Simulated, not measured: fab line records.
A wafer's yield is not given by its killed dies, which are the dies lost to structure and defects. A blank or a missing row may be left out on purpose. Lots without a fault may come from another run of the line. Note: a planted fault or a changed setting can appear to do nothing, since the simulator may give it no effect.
One fault seen from 2 desks | flow sfq line | each desk has only its own numbers; what lay behind them comes last

## AT THE METROLOGY DESK
What the gauges read, lot by lot, whatever tool the lot ran on: means of the sampled wafers that have a number. The brackets show how far a lot's mean lies from the usual mean; more than 4 standard deviations puts the lot out of limits, marked OUT.
Columns: A = I4_OVL at SFQ_I4_OVL_MEAS_928, usual -2 nm; B = R5_MONX_THK at SFQ_R5_THK_MEAS_934, usual 39.4 nm
lot  | first seen here | A  | B
L743 | day 46 14:05    | -8 | 39.5
L744 | day 47 03:17    | 7  | 39.7
L746 | day 47 10:29    | 3  | 38.9
L747 | day 47 12:53    | 0  | 39.1
L748 | day 49 10:26    | 3  | 40.3
L749 | day 51 14:17    | -7 | 39.5
L755 | day 53 12:18    | -4 | 40.1
L758 | day 54 02:42    | 1  | 39.5
L760 | day 55 00:17    | -7 | 39.7
L761 | day 55 03:54    | -2 | 39.7
L762 | day 55 11:05    | -9 | 39.6
L764 | day 56 03:40    | 2  | 39.4
L765 | day 56 04:51    | -8 | 39.1
L766 | day 56 08:28    | -1 | 39.8
This desk's finding: nothing out of limits on any of the 14 lots.

## TOOL OWNER'S DESK, rie metal-01
The tool's own readings at SFQ_TRILAYER_M5_BARC_OPEN_METAL_ETCH_161 (etches BARC in O2, target depth 125 nm, time 41.7 s): means of the sampled wafers that have a number, for each lot that ran on this tool. The brackets show how far a lot's mean lies from the usual mean; more than 4 standard deviations puts the lot out of limits, marked OUT.
Columns: A = drypump motor current A at SFQ_TRILAYER_M5_BARC_OPEN_METAL_ETCH_161, usual 5.9 A; B = oes product au at SFQ_TRILAYER_M5_BARC_OPEN_METAL_ETCH_161, usual 0.685 a.u.; C = run length s at SFQ_TRILAYER_M5_BARC_OPEN_METAL_ETCH_161, usual 69.7 s
lot  | first seen here | A   | B                | C
L747 | day 58 11:46    | 5.6 | 0.682            | 69.8
L755 | day 63 04:50    | 5.5 | 0.649 (-7.5) OUT | 75.8 (+10) OUT
L758 | day 63 20:14    | 5.4 | 0.649 (-7.6) OUT | 75.7 (+10) OUT
This desk finds L755, L758 out of limits, L755 being first, at day 63 04:50 (oes product au at SFQ_TRILAYER_M5_BARC_OPEN_METAL_ETCH_161). In limits: L747.

## PUT TOGETHER
On L755, L758, at day 63 04:50, an alarm was possible from the tool owner's desk.
Metrology desk: nothing out of limits seen.
The metrology desk has L755, L758 on record, within its limits.
On rie metal-01, each named lot ran SFQ_TRILAYER_M5_BARC_OPEN_METAL_ETCH_161.

## WHAT THE SIMULATOR PUT IN
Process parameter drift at SFQ_TRILAYER_M5_BARC_OPEN_METAL_ETCH_161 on rie metal-01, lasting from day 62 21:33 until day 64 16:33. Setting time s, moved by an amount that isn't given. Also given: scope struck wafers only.
Lots struck among those shown: L755, L758.
Each desk's first reading out of limits, in hours after the fault started: the tool owner's desk, 7.
